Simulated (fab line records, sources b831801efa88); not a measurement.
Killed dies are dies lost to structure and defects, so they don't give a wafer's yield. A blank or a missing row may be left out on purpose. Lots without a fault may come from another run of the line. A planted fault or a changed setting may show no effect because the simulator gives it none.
Chamber matching | flow sky130 | SKY_VIA4_CMP_21 on cmp-01: 4 sister chambers
The step polishes, stops on SiO2, t overpolish 25 s, target thk 0 nm. 27 wafers are shown with their chamber, then 12 later ones without.

WAFERS WITH THEIR CHAMBER
wafer  | chamber | motor_current_A (A) | time_to_endpoint_s (s) | overpolish_run_s (s)
L074.1 | 1       | 10.3                | 118                    | 24.989
L074.2 | 0       | 9.2                 | 114                    | 25.007
L074.6 | 3       | 11.2                | 115                    | 25.014
L076.2 | 2       | 12.1                | 118                    | 24.996
L076.3 | 3       | 11.5                | 114                    | 25.011
L076.4 | 1       | 10.2                | 118                    | 25.002
L078.1 | 0       | 9.6                 | 112                    | 25.003
L078.3 | 3       | 11.5                | 114                    | 25.008
L078.5 | 2       | 11.8                | 113                    | 24.996
L079.1 | 1       | 10.1                | 116                    | 24.991
L079.4 | 0       | 8.9                 | 112                    | 25.009
L079.6 | 0       | 9.8                 | 113                    | 24.998
L083.1 | 2       | 11.6                | 118                    | 24.981
L083.2 | 3       | 11.3                | 122                    | 25.023
L083.6 | 2       | 12.7                | 121                    | 25.008
L086.1 | 3       | 11.4                | 113                    | 24.986
L086.3 | 2       | 12.3                | 113                    | 24.998
L086.6 | 3       | 10.8                | 112                    | 25.010
L088.1 | 3       | 11.1                | 116                    | 24.998
L088.2 | 2       | 12.6                | 116                    | 25.001
L088.6 | 2       | 12.1                | 122                    | 24.996
L089.2 | 0       | 9.3                 | 112                    | 25.017
L089.3 | 2       | 12.2                | 115                    | 25.013
L089.5 | 3       | 11.5                | 113                    | 25.000
L090.1 | 0       | 9.7                 | 115                    | 25.010
L090.2 | 3       | 11.3                | 115                    | 24.999
L090.5 | 1       | 10.0                | 118                    | 24.998

SIGNATURES (means of the wafers above)
reading            | chamber 0 | chamber 1 | chamber 2 | chamber 3 | scatter within a chamber
motor_current_A    | 9.417     | 10.150    | 12.175    | 11.289    | 0.297
time_to_endpoint_s | 113.00    | 117.50    | 117.00    | 114.89    | 2.64
overpolish_run_s   | 25.00733  | 24.99500  | 24.99863  | 25.00544  | 0.00908
Rule: a wafer's distance from a chamber is the root of the sum, over the readings, of the square of ((its reading less the chamber's mean) divided by the reading's scatter). The wafer belongs to the nearest chamber; if the next one is less than 2 further off, it can't be placed. The scatter: the root of (the sum of the squares of (reading less its chamber's mean) over the shown wafers, divided by (wafers less chambers)).

WAFERS WITHOUT THEIR CHAMBER
wafer  | motor_current_A (A) | time_to_endpoint_s (s) | overpolish_run_s (s)
L092.1 | 11.3                | 118                    | 25.005
L092.4 | 12.9                | 124                    | 25.003
L092.6 | 11.2                | 117                    | 24.990
L093.1 | 10.5                | 119                    | 24.993
L093.2 | 9.0                 | 111                    | 25.018
L093.3 | 12.5                | 117                    | 24.995
L095.1 | 10.6                | 118                    | 25.010
L095.2 | 11.8                | 114                    | 25.012
L095.6 | 12.3                | 118                    | 24.990
L096.1 | 11.7                | 115                    | 24.995
L096.3 | 12.7                | 120                    | 24.981
L096.5 | 11.8                | 114                    | 25.007

WHICH CHAMBER EACH WENT THROUGH
wafer  | from the rows above          | in truth
L092.1 | can't be placed: 3 or 2      | 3
L092.4 | 2                            | 2
L092.6 | can't be placed: 3 or 2 or 1 | 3
L093.1 | 1                            | 1
L093.2 | 0                            | 0
L093.3 | 2                            | 2
L095.1 | can't be placed: 1 or 3      | 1
L095.2 | can't be placed: 3 or 2      | 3
L095.6 | 2                            | 2
L096.1 | can't be placed: 3 or 2      | 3
L096.3 | 2                            | 2
L096.5 | can't be placed: 3 or 2      | 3
Placed correctly: 6 of 12. Can't be placed from these rows: 6 (the true chamber is among the candidates in 6). Placed wrongly: 0.
